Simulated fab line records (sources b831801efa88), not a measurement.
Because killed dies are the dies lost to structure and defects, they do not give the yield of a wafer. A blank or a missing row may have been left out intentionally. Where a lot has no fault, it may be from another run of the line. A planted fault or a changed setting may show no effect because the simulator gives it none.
The same fault as seen by 2 desks | flow gf180mcu | what lay behind the numbers comes last; until then each desk has only its own

== FOR THE TOOL OWNER'S DESK: cmp-01 ==
The tool's own readings at GF_V1_CMP_04 (polishes SiO2): means of the sampled wafers that have a number, for each lot that ran on this tool. If a lot's mean is further than 4 standard deviations from the usual mean, the lot is out of limits and carries the mark OUT (the distance appears in the brackets).
Columns: A = edge-zone-pressure-frac at GF_V1_CMP_04, usual 0.999; B = head-pressure-psi at GF_V1_CMP_04, usual 3.999 psi; C = motor-current-A at GF_V1_CMP_04, usual 11.0 A; D = time-to-endpoint-s at GF_V1_CMP_04, usual 77 s
lot  | first seen here | A     | B     | C    | D
L660 | day 18 23:31    | 1.000 | 3.998 | 10.6 | 76
L672 | day 22 20:14    | 1.002 | 4.009 | 10.5 | 77
L673 | day 23 05:11    | 1.003 | 3.998 | 10.2 | 77
L674 | day 23 09:09    | 0.995 | 3.994 | 10.7 | 70
L676 | day 24 01:50    | 1.006 | 4.006 | 10.7 | 75
L678 | day 24 15:31    | 1.000 | 3.998 | 11.2 | 78
L679 | day 24 22:42    | 0.999 | 3.997 | 10.3 | 70
L680 | day 25 07:40    | 1.001 | 3.998 | 11.5 | 73
This desk found nothing out of limits on any of the 8 lots.

== THE METROLOGY DESK ==
Lot by lot, what the gauges showed, no matter which tool ran the lot: averages of those sampled wafers that carry a number. If a lot's mean is further than 4 standard deviations from the usual mean, the lot is out of limits and carries the mark OUT (the distance appears in the brackets).
Columns: A = CONTACT_W_THK at GF_CONTACT_THK_MEAS_26, usual 304 nm; B = V1_OVL at GF_V1_OVL_MEAS_15, usual 0 nm
lot  | first seen here | A   | B
L658 | day 16 06:41    | 300 | -1
L660 | day 17 22:50    | 304 | 3
L661 | day 18 01:26    | 309 | 3
L663 | day 18 08:01    | 303 | -5
L670 | day 20 23:23    | 304 | -3
L671 | day 21 16:27    | 299 | -1
L672 | day 21 19:20    | 296 | 8
L673 | day 22 04:33    | 305 | 4
L674 | day 22 08:34    | 304 | 5
L675 | day 22 16:55    | 302 | 3
L676 | day 23 01:08    | 302 | 9
L678 | day 23 15:33    | 306 | -6
L679 | day 23 23:59    | 305 | 2
L680 | day 24 08:37    | 308 | 3
This desk found nothing out of limits on any of the 14 lots.

== BROUGHT TOGETHER ==
The desk of the tool owner found nothing out of limits.
From the metrology desk's view, nothing was out of limits.

== WHAT THE SIMULATOR PUT IN ==
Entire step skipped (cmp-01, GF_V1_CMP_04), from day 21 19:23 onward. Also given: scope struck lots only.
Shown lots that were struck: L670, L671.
